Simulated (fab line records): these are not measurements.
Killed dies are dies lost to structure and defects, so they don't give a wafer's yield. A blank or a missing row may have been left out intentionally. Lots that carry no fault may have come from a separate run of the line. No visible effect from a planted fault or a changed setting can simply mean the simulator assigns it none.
fab line records	flow sky130
record: lots: 11	wafers: 32	last_day: 50
route steps=708 shown POLY_GATE@229 LDD_LDN@301 SD_P@324 PAD_OPEN@708
lots untouched by any fault: they come from a run of this same line in which no faults occurred
start_h: start of the lot's first displayed wafer, in hours after the record's first day	wait_h: time in hours since the lot's previous step	" identical to the entry in the row above	L1.1+2: a single row standing in for several wafers	- either no value or no given start	* or withheld: withheld	< > ~ a bound
route shown NAME@n: names a module that has steps shown in the file, with the first one's number in the route	usual: average and standard deviation across the fault-free wafers	same: alike in all rows	chamber/n: place in a boat	sites: readings site by site	_std_site: standard deviation across them	_edge_site: the outer-site mean with the inner-site mean subtracted	radius_mm: how far each site lies from the wafer's centre	mask NAME#n: copy n	behind: tool/chamber where the wafer was last shaped	hold: cause of the lot's hold/its duration in hours/its outcome	device: transistor that didn't switch, given as n, p or np	end of line: the route-end tests of the same wafers	where a step has no rows: the recipe by itself	killed: at the first sort, the dies lost to defects and structure; wafer yield is something else	map: a wafer's dies, marking killed ones x, the rest . and places with no die _
set.NAME: the run value of the setting; set.NAME@STEP: its run value at that earlier step	model.NAME: the simulator's own value behind a step, which no gauge read
a sample of lots followed through the steps of the route, with each step as a table and each wafer as a row
services: when a tool's chamber went out of use (start_h, in hours from the record's first day, below 0 if earlier), for how many hours, and the reason
== steps ==
step: SKY_POLY_GATE_ETCH_15
recipe: chemistry: N2/H2	target: BARC	ion_energy_ev: 200	source_w: 500	bias_w: 100	pressure_mtorr: 30	n2_flow_sccm: 100	h2_flow_sccm: 200	stop_on: SiO2	time_s: 118.5	target_depth_a: 1100
usual: chamber_pressure_mTorr: 30.000/0.028	drypump_motor_current_A: 5.6/0.46	oes_product_au: 0.717/0.0048	throttle_valve_pct: 13.212/0.0084
lot.wafer	tool	chamber	start_h	wait_h	chamber_pressure_mTorr	drypump_motor_current_A	oes_product_au	rf_hours_counter_h	throttle_valve_pct
L452.4	rie_diel-01	1	369.44	0.0	30.050	5.6	0.713	36	13.202
L452.5	"	1	"	"	29.973	5.7	0.726	-	13.216
L452.6	"	2	"	"	29.988	5.3	0.709	-	13.213
L455.3	rie_diel-01	2	393.87	0.0	30.013	5.3	0.711	7	13.216
L455.5	"	0	"	"	30.030	5.4	0.715	-	13.199
L464.1	rie_diel-02	0	481.54	0.0	29.968	5.4	0.715	73	13.220
L464.2	"	2	"	"	30.038	6.5	0.715	34	13.224
L464.6	"	2	"	"	30.069	6.5	0.713	-	13.215
L465.2	rie_diel-02	3	486.28	0.0	30.023	5.2	0.718	65	13.222
L465.4	"	1	"	"	30.015	5.6	0.724	12	13.215
L465.5	"	0	"	"	30.012	5.5	0.720	-	13.220
L466.1	rie_diel-02	2	499.12	0.0	29.987	6.5	0.712	35	13.226
L466.3	"	3	"	"	30.007	5.2	0.724	66	13.218
L466.5	"	0	"	"	29.975	5.5	0.718	-	13.212
L467.3	rie_diel-01	0	507.04	0.0	30.010	5.4	0.727	7	13.214
L467.4	"	3	"	"	29.992	6.3	0.702	74	13.202
L467.6	"	3	"	"	29.978	6.3	0.714	-	13.214
L469.1	rie_diel-02	0	532.58	0.0	30.009	5.4	0.716	74	13.222
L469.2	"	2	"	"	29.997	6.4	0.717	35	13.193
L469.3	"	1	"	"	30.000	5.6	0.715	13	13.218
L470.3	rie_diel-04	0	545.97	0.0	29.999	5.5	0.714	6	13.218
L470.4	"	3	"	"	29.966	6.6	0.714	16	13.231
L470.5	"	1	"	"	30.008	5.1	0.712	-	13.223
L473.4	rie_diel-02	0	549.54	0.0	29.987	5.4	0.720	75	13.207
L473.5	"	1	"	"	29.971	5.6	0.715	-	13.201
L473.6	"	2	"	"	29.986	6.5	0.717	-	13.196
L474.1	rie_diel-01	1	562.99	0.0	29.985	5.7	0.716	40	13.204
L474.4	"	2	"	"	29.992	5.3	0.703	10	13.211
L474.6	"	2	"	"	30.007	5.2	0.724	-	13.223
L475.1	rie_diel-04	0	566.42	0.0	29.976	5.5	0.721	7	13.227
L475.2	"	3	"	"	29.980	6.5	0.716	16	13.215
L475.4	"	1	"	"	29.948	5.2	0.709	8	13.204
step: SKY_POLY_GATE_ETCH_16
recipe: stop_on: poly-Si	chemistry: CH3F/O2	target: Si3N4	source_w: 400	bias_w: 80	pressure_mtorr: 25	ch3f_flow_sccm: 40	O2_flow_sccm: 30	time_s: 147.5	target_depth_a: 750
usual: chamber_pressure_mTorr: 25.000/0.021	drypump_motor_current_A: 5.6/0.46	oes_product_au: 0.640/0.0052	throttle_valve_pct: 10.535/0.0086
lot.wafer	tool	chamber	start_h	wait_h	chamber_pressure_mTorr	drypump_motor_current_A	oes_product_au	rf_hours_counter_h	throttle_valve_pct
L452.4	rie_diel-01	1	369.52	0.0	24.999	5.6	0.644	36	10.538
L452.5	"	1	"	"	24.988	5.6	0.637	-	10.541
L452.6	"	2	"	"	25.024	5.2	0.644	-	10.537
L455.3	rie_diel-01	2	393.95	0.0	25.002	5.2	0.641	7	10.531
L455.5	"	0	"	"	24.990	5.4	0.640	-	10.530
L464.1	rie_diel-02	0	481.62	0.0	24.997	5.5	0.640	73	10.539
L464.2	"	2	"	"	24.980	6.5	0.642	34	10.532
L464.6	"	2	"	"	24.994	6.5	0.643	-	10.548
L465.2	rie_diel-02	3	486.36	0.0	24.977	5.2	0.641	66	10.524
L465.4	"	1	"	"	25.014	5.6	0.644	12	10.537
L465.5	"	0	"	"	25.014	5.4	0.643	-	10.525
L466.1	rie_diel-02	2	499.20	0.0	24.986	6.4	0.645	35	10.540
L466.3	"	3	"	"	24.976	5.2	0.632	66	10.536
L466.5	"	0	"	"	25.003	5.4	0.646	-	10.555
L467.3	rie_diel-01	0	507.12	0.0	24.947	5.3	0.639	7	10.538
L467.4	"	3	"	"	24.970	6.2	0.641	74	10.523
L467.6	"	3	"	"	25.031	6.2	0.641	-	10.545
L469.1	rie_diel-02	0	532.66	0.0	25.019	5.5	0.639	74	10.540
L469.2	"	2	"	"	25.007	6.5	0.638	35	10.541
L469.3	"	1	"	"	25.003	5.6	0.638	13	10.547
L470.3	rie_diel-04	0	546.06	0.0	24.991	5.5	0.644	6	10.535
L470.4	"	3	"	"	25.028	6.5	0.635	16	10.541
L470.5	"	1	"	"	25.022	5.2	0.633	-	10.542
L473.4	rie_diel-02	0	549.62	0.0	24.978	5.4	0.634	75	10.532
L473.5	"	1	"	"	25.016	5.6	0.637	-	10.544
L473.6	"	2	"	"	24.994	6.5	0.634	-	10.539
L474.1	rie_diel-01	1	563.07	0.0	25.005	5.7	0.642	40	10.526
L474.4	"	2	"	"	25.009	5.3	0.637	10	10.537
L474.6	"	2	"	"	25.019	5.2	0.631	-	10.528
L475.1	rie_diel-04	0	566.51	0.0	25.007	5.5	0.648	7	10.543
L475.2	"	3	"	"	24.986	6.5	0.643	16	10.538
L475.4	"	1	"	"	24.958	5.2	0.649	8	10.542
step: SKY_LDD_LDN_STRIP_12
recipe: chemistry: O2/N2	power_w: 1400	pressure_mtorr: 1500	platen_temp_c: withheld	o2_flow_sccm: 3000	n2_flow_sccm: 300	overash_fraction: 0.5
usual: chamber_pressure_mTorr: 1499.9/1.3	drypump_motor_current_A: 5.56/0.13	oes_product_au: 0.715/0.0047	strip_time_to_endpoint_s: 14.18/0.041
same: overash_fraction: 0.5
lot.wafer	tool	chamber	start_h	wait_h	chamber_pressure_mTorr	drypump_motor_current_A	oes_product_au	rf_hours_counter_h	strip_time_to_endpoint_s
L452.4	plasma_asher-01	0	525.85	0.1	1500.3	5.57	0.714	-	14.21
L452.5	"	1	"	"	1501.1	5.55	0.716	-	14.23
L452.6	"	0	"	"	1501.4	5.54	0.720	-	14.17
L455.3	plasma_asher-04	0	552.67	0.1	1499.1	5.84	0.722	-	14.23
L455.5	"	0	"	"	1498.8	5.84	0.712	-	14.23
L464.1	plasma_asher-03	0	634.50	0.1	1500.2	5.54	0.711	21	14.24
L464.2	"	1	"	"	1501.8	5.58	0.712	21	14.18
L464.6	"	0	"	"	1501.4	5.57	0.716	-	14.19
L465.2	plasma_asher-01	1	639.82	0.1	1499.6	5.53	0.713	97	14.19
L465.4	"	0	"	"	1498.4	5.54	0.715	-	14.20
L465.5	"	1	"	"	1500.2	5.57	0.709	-	14.20
L466.1	plasma_asher-04	0	650.84	0.1	1500.8	5.82	0.713	56	14.20
L466.3	"	1	"	"	1499.9	5.34	0.714	-	14.16
L466.5	"	1	"	"	1499.2	5.34	0.714	-	14.17
L467.3	plasma_asher-04	1	659.94	0.1	1498.5	5.34	0.705	-	14.21
L467.4	"	0	"	"	1500.2	5.83	0.717	-	14.15
L467.6	"	1	"	"	1501.2	5.34	0.715	-	14.16
L469.1	plasma_asher-01	0	683.47	0.1	1500.2	5.56	0.713	102	14.13
L469.2	"	1	"	"	1497.1	5.56	0.711	102	14.12
L469.3	"	1	"	"	1500.1	5.53	0.715	-	14.16
L470.3	plasma_asher-01	0	693.67	0.1	1496.1	5.56	0.710	-	14.14
L470.4	"	1	"	"	1500.1	5.52	0.715	-	14.19
L470.5	"	1	"	"	1499.9	5.52	0.711	-	14.13
L473.4	plasma_asher-01	0	699.05	0.1	1501.5	5.59	0.719	-	14.22
L473.5	"	1	"	"	1500.4	5.53	0.713	-	14.20
L473.6	"	0	"	"	1499.8	5.60	0.722	-	14.22
L474.1	plasma_asher-01	0	710.62	0.1	1503.0	5.53	0.712	105	14.21
L474.4	"	0	"	"	1499.6	5.55	0.716	-	14.19
L474.6	"	1	"	"	1499.6	5.52	0.724	-	14.22
L475.1	plasma_asher-01	0	714.42	0.1	1498.2	5.55	0.713	105	14.07
L475.2	"	1	"	"	1500.8	5.53	0.719	105	14.06
L475.4	"	0	"	"	1502.1	5.57	0.709	-	14.09
step: SKY_SD_P_EXPOSE_04
recipe: mask_id: PSDM	na: 0.6	source_shape: conventional	sigma_outer: 0.6	polarization: unpolarized	target_cd_nm: 380	dose_mj: 138
lot.wafer	tool	chamber	start_h	wait_h	mask
L452.4+5+6	iline_stepper-01	0	573.38	-	PSDM#0
L455.3+5	iline_stepper-02	0	599.17	-	PSDM#0
L464.1+2+6	iline_stepper-02	0	679.68	-	PSDM#0
L465.2+4+5	iline_stepper-02	0	684.95	-	PSDM#0
L466.1+3+5	iline_stepper-02	0	694.93	-	PSDM#0
L467.3+4+6	iline_stepper-01	0	703.33	-	PSDM#0
L469.1+2+3	iline_stepper-02	0	725.91	-	PSDM#0
L470.3+4+5	iline_stepper-02	0	737.98	-	PSDM#0
L473.4+5+6	iline_stepper-02	0	743.92	-	PSDM#0
L474.1+4+6	iline_stepper-02	0	753.61	-	PSDM#0
L475.1+2+4	iline_stepper-01	0	757.58	-	PSDM#0
step: SKY_SD_P_CD_MEAS_07
recipe: target_cd_nm: 380
usual: cd_nm: 379.8/2.8
lot.wafer	tool	chamber	start_h	wait_h	hold	cd_nm
L452.4	cd_sem-01	-	588.07	0.1	-	381.2
L452.5	"	-	"	"	-	381.2
L452.6	"	-	"	"	-	380.1
L455.3	cd_sem-01	-	613.62	0.1	await_dispo/0.2h/release	366.4
L455.5	"	-	"	"	await_dispo/0.2h/release	368.5
L455.3	cd_sem-01	-	613.91	0.3	-	366.6
L455.5	"	-	"	"	-	368.1
L464.1	cd_sem-01	-	693.30	0.1	-	378.7
L464.2	"	-	"	"	-	377.4
L464.6	"	-	"	"	-	380.0
L465.2	cd_sem-01	-	698.82	0.1	-	376.2
L465.4	"	-	"	"	-	375.6
L465.5	"	-	"	"	-	377.2
L466.1	cd_sem-01	-	708.65	0.1	-	384.4
L466.3	"	-	"	"	-	385.3
L466.5	"	-	"	"	-	382.4
L467.3	cd_sem-02	-	716.90	0.1	-	381.0
L467.4	"	-	"	"	-	382.2
L467.6	"	-	"	"	-	379.6
L469.1	cd_sem-01	-	739.93	0.1	-	382.0
L469.2	"	-	"	"	-	381.0
L469.3	"	-	"	"	-	379.1
L470.3	cd_sem-01	-	751.62	0.1	-	382.3
L470.4	"	-	"	"	-	381.6
L470.5	"	-	"	"	-	385.3
L473.4	cd_sem-01	-	757.17	0.1	-	380.5
L473.5	"	-	"	"	-	382.5
L473.6	"	-	"	"	-	384.7
L474.1	cd_sem-02	-	766.35	0.1	-	380.3
L474.4	"	-	"	"	-	379.5
L474.6	"	-	"	"	-	381.0
L475.1	cd_sem-01	-	770.96	0.1	-	379.2
L475.2	"	-	"	"	-	379.3
L475.4	"	-	"	"	-	376.6
step: SKY_PAD_OPEN_PROBE_99
usual: killed_at_M0_to_M3: 44/7	killed_at_M4_up: 3.0/1.7	killed_at_contacts: 24/5.2	killed_at_front_end: 15/4.8	killed_at_other: 0.2/0.56	killed_dies: 86/9.7	killed_on_rim: 17/4.1	killed_open: 47/7.1	killed_short: 39/6.3
same: gross_dies: 492	killed_at_back_side: 0
lot.wafer	tool	chamber	start_h	wait_h	killed_at_M0_to_M3	killed_at_M4_up	killed_at_contacts	killed_at_front_end	killed_at_other	killed_dies	killed_on_rim	killed_open	killed_short
L464.1	prober-02	-	1155.19	0.1	47	5	32	11	0	95	20	56	39
L464.2	prober-02	-	1155.24	0.1	51	3	25	11	2	92	14	56	34
L464.6	prober-02	-	1155.44	0.2	47	5	29	8	2	91	20	54	37
L465.2	prober-01	-	1159.59	0.1	51	4	21	14	1	91	18	51	39
L465.4	prober-01	-	1159.69	0.2	41	3	24	26	2	96	23	59	36
L465.5	prober-01	-	1159.74	0.2	52	3	25	14	1	95	17	52	43
L466.1	prober-02	-	1163.82	0.1	35	2	27	19	1	84	23	37	47
L466.3	prober-02	-	1163.92	0.2	46	6	19	10	1	82	21	45	37
L466.5	prober-02	-	1164.02	0.2	42	3	28	21	0	94	13	49	45
killed by level:class
L464.1 VIA1:geometric_particle:open=13 CONTACT:geometric_particle:open=11 VIA3:geometric_particle:open=8 LI_CONTACT:geometric_particle:open=8 VIA3:geometric_particle:short=7 VIA2:geometric_particle:open=7 LOCAL_INTERCONNECT:geometric_particle:short=6 VIA1:geometric_particle:short=5
L464.2 VIA1:geometric_particle:open=13 CONTACT:geometric_particle:open=12 VIA3:geometric_particle:open=9 VIA1:geometric_particle:short=7 VIA2:geometric_particle:open=7 LI_CONTACT:geometric_particle:open=5 LOCAL_INTERCONNECT:geometric_particle:short=5 METAL1:geometric_particle:short=4
L464.6 VIA1:geometric_particle:open=13 CONTACT:geometric_particle:open=10 LI_CONTACT:geometric_particle:open=8 VIA3:geometric_particle:open=7 VIA2:geometric_particle:short=7 METAL1:geometric_particle:short=6 CONTACT:geometric_particle:short=5 FIELD_ISO:geometric_particle:open=4
L465.2 VIA1:geometric_particle:open=10 VIA2:geometric_particle:open=9 CONTACT:geometric_particle:open=8 VIA3:geometric_particle:open=6 METAL1:geometric_particle:short=5 VIA1:geometric_particle:short=4 FIELD_ISO:geometric_particle:short=4 LI_CONTACT:geometric_particle:open=4
L465.4 VIA1:geometric_particle:open=11 LI_CONTACT:geometric_particle:open=10 VIA3:geometric_particle:open=9 FIELD_ISO:geometric_particle:open=8 CONTACT:geometric_particle:open=8 FIELD_ISO:geometric_particle:short=6 POLY_GATE:geometric_particle:short=6 METAL1:geometric_particle:short=5
L465.5 VIA1:geometric_particle:open=15 CONTACT:geometric_particle:open=12 VIA3:geometric_particle:open=7 METAL2:geometric_particle:short=7 METAL1:geometric_particle:short=5 FIELD_ISO:geometric_particle:short=5 FIELD_ISO:geometric_particle:open=5 VIA2:geometric_particle:short=5
L466.1 CONTACT:geometric_particle:open=8 VIA1:geometric_particle:open=8 LOCAL_INTERCONNECT:geometric_particle:short=7 METAL1:geometric_particle:short=7 VIA2:geometric_particle:open=6 CONTACT:geometric_particle:short=5 POLY_GATE:geometric_particle:short=5 LI_CONTACT:geometric_particle:open=5
L466.3 VIA1:geometric_particle:open=11 VIA1:geometric_particle:short=7 VIA3:geometric_particle:open=7 LI_CONTACT:geometric_particle:open=6 METAL2:geometric_particle:short=6 VIA2:geometric_particle:open=6 CONTACT:geometric_particle:open=5 METAL1:geometric_particle:short=5
L466.5 LI_CONTACT:geometric_particle:open=10 VIA3:geometric_particle:open=9 VIA1:geometric_particle:open=9 LOCAL_INTERCONNECT:geometric_particle:short=6 METAL1:geometric_particle:short=6 POLY_GATE:geometric_particle:short=5 CONTACT:geometric_particle:open=5 FIELD_ISO:geometric_particle:short=4
== services ==
tool	chamber	start_h	hours	kind
iline_stepper-02	-	346.77	1.7	pm
iline_stepper-02	-	349.05	7.2	repair
rie_diel-01	3	349.38	3.8	repair
rie_diel-01	2	375.14	12.8	repair
rie_diel-02	0	403.98	3.9	repair
rie_diel-02	-	411.94	14.6	pm
rie_diel-02	3	427.43	4.4	repair
rie_diel-01	-	437.25	0.1	repair
rie_diel-01	-	455.02	3.9	repair
rie_diel-02	0	458.62	3.8	repair
rie_diel-02	1	497.76	4.3	repair
iline_stepper-02	-	503.54	5.8	repair
rie_diel-02	0	514.18	7.2	repair
rie_diel-01	1	524.06	9.6	repair
rie_diel-01	2	540.31	5.1	repair
iline_stepper-02	-	542.85	2.1	pm
iline_stepper-02	-	564.95	1.7	pm
rie_diel-02	0	568.14	16.9	repair
rie_diel-01	2	597.63	6.0	repair
rie_diel-02	3	627.52	18.7	repair
rie_diel-01	-	632.52	14.6	pm
rie_diel-02	1	636.62	9.4	repair
rie_diel-02	0	699.32	7.2	repair
rie_diel-01	-	725.17	2.8	pm
== key ==
first_sign: step: SKY_SD_P_CD_MEAS_07	reading: visit	direction: added
effect: step: SKY_SD_P_CD_MEAS_07	reading: cd_nm	direction: down	sigmas: 4.4	usual: 379.8	struck: 367.4
met_at SKY_SD_P_EXPOSE_04
struck_lots L455
struck_wafers L455.3,L455.5
tester_left_out L455
not_acting_at SKY_POLY_GATE_ETCH_15,SKY_POLY_GATE_ETCH_16,SKY_LDD_LDN_STRIP_12
fault: kind: process_parameter_drift	tool: iline_stepper-02	chamber: -	onset_h: 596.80	steps: SKY_SD_P_EXPOSE_04	channel: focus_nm	offset: 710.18	shape: step	end_h: 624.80	scope: struck_wafers_only
tester_left_out: of these lots the tester's yield and bins aren't shown, on N5 and GAA mostly nor the transistor test; their killed dies are dies lost to structure and defects alone, not to doping, threshold or leakage, so they don't give the yield
